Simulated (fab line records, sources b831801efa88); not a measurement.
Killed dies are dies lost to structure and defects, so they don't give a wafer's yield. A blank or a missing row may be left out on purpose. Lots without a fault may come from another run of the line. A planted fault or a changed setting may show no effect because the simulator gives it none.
Which tool did it? | flow gf180mcu | 12 lots, 35 wafers sampled, at 5 steps of a route of 602

WHAT THE GAUGES READ, wafer by wafer
GF_STI_THK_MEAS_22. Usual: STI_OXIDATION_01_THK 15.04 nm, standard deviation 0.28.
lot  | measured    | on            | STI_OXIDATION_01_THK (nm) | flag
L150 | day 2 04:11 | film_metro-04 | 15.54 15.59               |
L151 | day 2 09:37 | film_metro-03 | 15.00 15.06 15.02         |
L153 | day 2 19:01 | film_metro-02 | 15.57 15.19 15.24         |
L154 | day 3 01:57 | film_metro-04 | 14.88 14.77 14.86         |
L155 | day 3 05:27 | film_metro-02 | 15.40 15.22 15.61         |
L156 | day 3 10:16 | film_metro-04 | 15.43 15.32 15.87         |
L157 | day 3 20:15 | film_metro-02 | 14.81 15.12 15.12         |
L159 | day 4 05:44 | film_metro-02 | 15.00 15.00 15.10         |
L161 | day 4 17:04 | film_metro-02 | 14.99 14.87 14.94         |
L162 | day 4 21:33 | film_metro-04 | 14.96 15.09 14.94         |
L163 | day 5 01:40 | film_metro-02 | 14.92 14.62 15.00         |
L164 | day 5 05:26 | film_metro-03 | 15.16 15.40 15.28         |

GF_LVPWELL_TW_MEAS_11. Usual: LVPWELL_TW 558, standard deviation 6.1.
lot  | measured    | on            | LVPWELL_TW  | flag
L150 | day 3 21:26 | film_metro-04 | 564 559     |
L151 | day 4 03:15 | film_metro-04 | 558 562 558 |
L153 | day 4 11:55 | film_metro-04 | 558 561 557 |
L154 | day 4 20:17 | film_metro-03 | 552 550 553 |
L155 | day 5 00:28 | film_metro-01 | 567 567 568 |
L156 | day 5 05:59 | film_metro-04 | 562 562 563 |
L157 | day 5 17:29 | film_metro-03 | 549 549 546 |
L159 | day 6 03:02 | film_metro-03 | 549 546 548 |
L161 | day 6 16:10 | film_metro-04 | 558 560 558 |
L162 | day 6 21:02 | film_metro-01 | 563 566 563 |
L163 | day 7 01:46 | film_metro-04 | 559 560 557 |
L164 | day 7 05:45 | film_metro-04 | 558 559 561 |

GF_MVPSD_TW_MEAS_11. Usual: MVPSD_TW 551, standard deviation 6.8.
lot  | measured    | on            | MVPSD_TW                      | flag
L150 | day 5 00:26 | film_metro-04 | 554 557                       |
L151 | day 5 06:42 | film_metro-03 | 541 543 543                   |
L153 | day 5 16:17 | film_metro-03 | 543 540 540                   |
L154 | day 6 00:57 | film_metro-04 | 553 553 555                   |
L155 | day 6 05:41 | film_metro-03 | 540 546 541                   |
L156 | day 6 12:23 | film_metro-01 | 557 556 558                   |
L157 | day 6 23:21 | film_metro-04 | 553 555 554                   |
L159 | day 7 09:29 | film_metro-04 | 551 552 554                   |
L161 | day 7 23:04 | film_metro-03 | 541 544 540                   |
L162 | day 8 04:06 | film_metro-01 | 1046 1047 1050 1042 1042 1044 | OFF
L163 | day 8 08:56 | film_metro-03 | 1021 1022 1017 1021 1016 1021 | OFF
L164 | day 8 13:44 | film_metro-01 | 1043 1044 1046 1044 1045 1045 | OFF

WHICH TOOL RAN EACH LOT (tool, then ch and the chambers of the sampled wafers, then the start)
lot  | GF_MVPSD_IMPLANT_08            | GF_MVPSD_STRIP_10
L150 | implanter-01 ch 0, day 5 00:03 | plasma_asher-03 ch 0, day 5 00:20
L151 | implanter-01 ch 0, day 5 06:20 | plasma_asher-02 ch 0,1, day 5 06:37
L153 | implanter-03 ch 0, day 5 15:53 | plasma_asher-02 ch 0,1, day 5 16:11
L154 | implanter-01 ch 0, day 6 00:34 | plasma_asher-02 ch 0, day 6 00:50
L155 | implanter-01 ch 0, day 6 05:18 | plasma_asher-02 ch 0,1, day 6 05:35
L156 | implanter-03 ch 0, day 6 12:00 | plasma_asher-02 ch 0,1, day 6 12:17
L157 | implanter-01 ch 0, day 6 23:00 | plasma_asher-01 ch 0,1, day 6 23:16
L159 | implanter-02 ch 0, day 7 09:06 | plasma_asher-02 ch 0,1, day 7 09:23
L161 | implanter-01 ch 0, day 7 22:40 | plasma_asher-02 ch 0,1, day 7 22:58
L162 | implanter-01 ch 0, day 8 03:44 | plasma_asher-03 ch 0,1, day 8 04:01
L163 | implanter-03 ch 0, day 8 08:33 | plasma_asher-03 ch 0,1, day 8 08:50
L164 | implanter-02 ch 0, day 8 13:22 | plasma_asher-01 ch 0,1, day 8 13:39
- GF_MVPSD_IMPLANT_08
- GF_MVPSD_STRIP_10: strips in O2/N2.

WHAT THE TOOLS THEMSELVES READ (means of the sampled wafers that have a number; where no wafer has one, the mark that the record gives instead)
GF_MVPSD_IMPLANT_08. Usual: end_station_pressure_torr 5.09e-06 Torr, standard deviation 2.5e-07.
lot  | tool         | end_station_pressure_torr (Torr) | flag
L150 | implanter-01 | 5.61e-06                         |
L151 | implanter-01 | 5.01e-06                         |
L153 | implanter-03 | 5.22e-06                         |
L154 | implanter-01 | 5.01e-06                         |
L155 | implanter-01 | 5.05e-06                         |
L156 | implanter-03 | 5.13e-06                         |
L157 | implanter-01 | 5.12e-06                         |
L159 | implanter-02 | 4.81e-06                         |
L161 | implanter-01 | 4.76e-06                         |
L162 | implanter-01 | 5.04e-06                         |
L163 | implanter-03 | 4.90e-06                         |
L164 | implanter-02 | 4.99e-06                         |

GF_MVPSD_STRIP_10. Usual: drypump_motor_current_A 5.57 A, standard deviation 0.29; heater_power_w 345 W, standard deviation 51; oes_product_au 0.723 a.u., standard deviation 0.0042; strip_time_to_endpoint_s 36.96 s, standard deviation 0.097.
lot  | tool            | drypump_motor_current_A (A) | heater_power_w (W) | oes_product_au (a.u.) | strip_time_to_endpoint_s (s) | flag
L150 | plasma_asher-03 | 5.39                        | 356                | 0.726                 | 36.81                        |
L151 | plasma_asher-02 | 5.56                        | 327                | 0.726                 | 37.03                        |
L153 | plasma_asher-02 | 5.58                        | 323                | 0.721                 | 36.82                        |
L154 | plasma_asher-02 | 5.41                        | 336                | 0.722                 | 36.79                        |
L155 | plasma_asher-02 | 5.56                        | 324                | 0.720                 | 37.01                        |
L156 | plasma_asher-02 | 5.58                        | 327                | 0.723                 | 37.01                        |
L157 | plasma_asher-01 | 5.86                        | 448                | 0.723                 | 37.08                        |
L159 | plasma_asher-02 | 5.76                        | 316                | 0.721                 | 36.99                        |
L161 | plasma_asher-02 | 5.58                        | 324                | 0.722                 | 37.05                        |
L162 | plasma_asher-03 | 5.33                        | 351                | 0.722                 | 37.11                        |
L163 | plasma_asher-03 | 5.35                        | 341                | 0.722                 | 36.98                        |
L164 | plasma_asher-01 | 5.82                        | 395                | 0.725                 | 36.84                        |

THE ANSWER, worked out from the rows above alone
Rule: a lot is off if the mean of its wafers that have a number lies more than 3 standard deviations from the usual mean. A lot without any number at a reading at which 4 lots or more have one is off too. The other lots that the step has rows for count as sound. The gauges are gone through in route order, then the tools' own readings, and for those a lot's mean is taken as printed above. The first step at which some lot is off is used, and at that step the reading that is off furthest; a lot without a number counts as furthest.
Off: L162, L163, L164, at GF_MVPSD_TW_MEAS_11 (MVPSD_TW).
A tool fits if, at a process step before that reading, it ran every lot that is off, and no sound lot after the first of them. The gauges at GF_MVPSD_TW_MEAS_11 are tried like those tools. None of those tried fits.

WHAT THE SIMULATOR HAD PUT IN
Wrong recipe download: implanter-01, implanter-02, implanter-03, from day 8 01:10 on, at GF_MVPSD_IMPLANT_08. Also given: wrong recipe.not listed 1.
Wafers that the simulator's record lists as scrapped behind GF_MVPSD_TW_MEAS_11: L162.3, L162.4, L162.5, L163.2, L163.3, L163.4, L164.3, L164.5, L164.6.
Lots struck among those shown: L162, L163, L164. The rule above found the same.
